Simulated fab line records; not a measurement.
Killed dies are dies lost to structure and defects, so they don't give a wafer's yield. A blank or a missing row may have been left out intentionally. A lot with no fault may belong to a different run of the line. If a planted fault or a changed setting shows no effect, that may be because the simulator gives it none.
Chamber matching | flow gf180mcu | 3 sister chambers for GF_PASSIVATION_CVD_00 on pecvd-01
The step deposits SiO2 from TEOS, target thk 1000 nm, time 111.95 s. 3 wafers are shown with their chamber, then 10 later ones without.

== WAFERS WITH THEIR CHAMBER ==
wafer  | chamber | heater-power-w (W)
L087.2 | 1       | 591
L090.1 | 2       | 641
L090.3 | 0       | 681

== WAFERS MISSING THEIR CHAMBER ==
wafer  | heater-power-w (W)
L090.5 | 585
L093.3 | 612
L093.5 | 579
L093.6 | 675
L096.1 | 703
L096.2 | 628
L096.3 | 651
L096.4 | 583
L096.5 | 493
L096.6 | 713

== EACH ONE'S CHAMBER ==
wafer  | from the rows above          | in truth
L090.5 | can't be placed: 1 or 2      | 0
L093.3 | can't be placed: 1 or 2 or 0 | 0
L093.5 | can't be placed: 1 or 2      | 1
L093.6 | can't be placed: 0 or 2      | 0
L096.1 | can't be placed: 0 or 2      | 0
L096.2 | can't be placed: 2 or 1 or 0 | 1
L096.3 | can't be placed: 2 or 0 or 1 | 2
L096.4 | can't be placed: 1 or 2      | 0
L096.5 | can't be placed: 1 or 2      | 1
L096.6 | can't be placed: 0 or 2      | 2
Correct placement for 0 of the 10. From these rows, 10 cannot be placed; in 8 the true chamber is one of the candidates. Wrongly placed: 0.
How it was worked out, from the rows above alone: a wafer's distance from a chamber is the root of the sum, over the readings, of the square of ((its reading less the chamber's mean) divided by the reading's scatter). The wafer belongs to the nearest chamber; if the next one is less than 2 further off, it can't be placed. For every chamber, the mean is computed from those of its wafers that are shown. The scatter: with one shown wafer a chamber, the root of the mean of the squares of how far each hidden wafer lies from its nearest shown one.
